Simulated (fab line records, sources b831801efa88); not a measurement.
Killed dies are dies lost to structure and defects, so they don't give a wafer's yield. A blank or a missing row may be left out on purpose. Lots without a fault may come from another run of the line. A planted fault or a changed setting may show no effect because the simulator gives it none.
Which tool did it? | flow gf180mcu | 13 lots, 39 wafers sampled, at 2 steps of a route of 602

WHAT THE GAUGES READ, wafer by wafer
GF_V4_OVL_MEAS_15.
lot  | measured     | on         | V4_OVL (nm)
L926 | day 24 08:54 | overlay-02 | -3 -6 -3
L928 | day 24 22:03 | overlay-02 | 15 3 7
L930 | day 25 19:06 | overlay-01 | -3 -4 3
L932 | day 26 06:36 | overlay-01 | 3 0 7
L934 | day 26 21:28 | overlay-02 | 5 -4 8
L936 | day 27 17:51 | overlay-02 | 0 -3 1
L938 | day 28 05:49 | overlay-01 | -5 -10 -10
L944 | day 30 00:12 | overlay-02 | -4 0 -8
L945 | day 30 05:32 | overlay-02 | 2 -5 -11
L946 | day 30 19:50 | overlay-01 | -10 -8 -5
L947 | day 30 23:21 | overlay-01 | -2 -15 -7
L948 | day 31 09:24 | overlay-01 | -9 -6 -10
L949 | day 31 09:53 | overlay-01 | -1 0 -7

WHICH TOOL RAN EACH LOT (tool, then ch and the chambers of the sampled wafers, then the start)
lot  | GF_M4_STRIP_17
L926 | plasma_asher-03 ch 0,1, day 23 10:17
L928 | plasma_asher-02 ch 0,1, day 23 23:27
L930 | plasma_asher-03 ch 0,1, day 24 20:44
L932 | plasma_asher-01 ch 1, day 25 07:52
L934 | plasma_asher-03 ch 0,1, day 25 23:57
L936 | plasma_asher-01 ch 0,1, day 26 20:36
L938 | plasma_asher-02 ch 0,1, day 27 08:26
L944 | plasma_asher-03 ch 0,1, day 29 03:44
L945 | plasma_asher-03 ch 0,1, day 29 10:03
L946 | plasma_asher-02 ch 0,1, day 30 00:02
L947 | plasma_asher-03 ch 0,1, day 30 04:33
L948 | plasma_asher-02 ch 1, day 30 14:14
L949 | plasma_asher-01 ch 0,1, day 30 14:39
- GF_M4_STRIP_17: strips in O2/N2.

WHAT THE TOOLS THEMSELVES READ (means of the sampled wafers that have a number; where no wafer has one, the mark that the record gives instead)
GF_M4_STRIP_17.
lot  | tool            | chamber_pressure_mTorr (mTorr) | drypump_motor_current_A (A) | heater_power_w (W) | oes_product_au (a.u.) | strip_time_to_endpoint_s (s)
L926 | plasma_asher-03 | 1500.2                         | 5.71                        | 319                | 0.553                 | 7.85
L928 | plasma_asher-02 | 1499.3                         | 5.61                        | 314                | 0.568                 | 7.97
L930 | plasma_asher-03 | 1499.7                         | 5.45                        | 335                | 0.554                 | 7.84
L932 | plasma_asher-01 | 1499.9                         | 5.56                        | 370                | 0.559                 | 7.91
L934 | plasma_asher-03 | 1499.2                         | 5.44                        | 338                | 0.558                 | 7.94
L936 | plasma_asher-01 | 1500.5                         | 5.79                        | 336                | 0.559                 | 7.91
L938 | plasma_asher-02 | 1500.6                         | 5.60                        | 310                | 0.558                 | 7.93
L944 | plasma_asher-03 | 1499.2                         | 5.73                        | 319                | 0.559                 | 7.87
L945 | plasma_asher-03 | 1500.0                         | 5.68                        | 317                | 0.556                 | 7.95
L946 | plasma_asher-02 | 1498.6                         | 5.62                        | 312                | 0.560                 | 7.91
L947 | plasma_asher-03 | 1500.2                         | 5.43                        | 337                | 0.554                 | 7.85
L948 | plasma_asher-02 | 1500.9                         | 5.62                        | 318                | 0.560                 | 7.94
L949 | plasma_asher-01 | 1498.7                         | 5.68                        | 354                | 0.562                 | 7.98

THE ANSWER, worked out from the rows above alone
Rule: what is usual is taken from the lots themselves. Put in order of their means at a reading, lots are off if they are a third of the lots or fewer, leave a main group of 4 or more, and stand apart from it by a gap of 3 or more times the standard deviation of the main group's means; of several such gaps the widest counts. A main group whose means are all the same, to the digits that the tables above print for the reading, isn't used. A lot without any number at a reading at which 4 lots or more have one is off too. The other lots that the step has rows for count as sound. The gauges are gone through in route order, then the tools' own readings, and for those a lot's mean is taken as printed above. The first step at which some lot is off is used, and at that step the reading that is off furthest; a lot without a number counts as furthest.
No lot is off at any reading shown: from this, nothing can be told.

WHAT THE SIMULATOR HAD PUT IN
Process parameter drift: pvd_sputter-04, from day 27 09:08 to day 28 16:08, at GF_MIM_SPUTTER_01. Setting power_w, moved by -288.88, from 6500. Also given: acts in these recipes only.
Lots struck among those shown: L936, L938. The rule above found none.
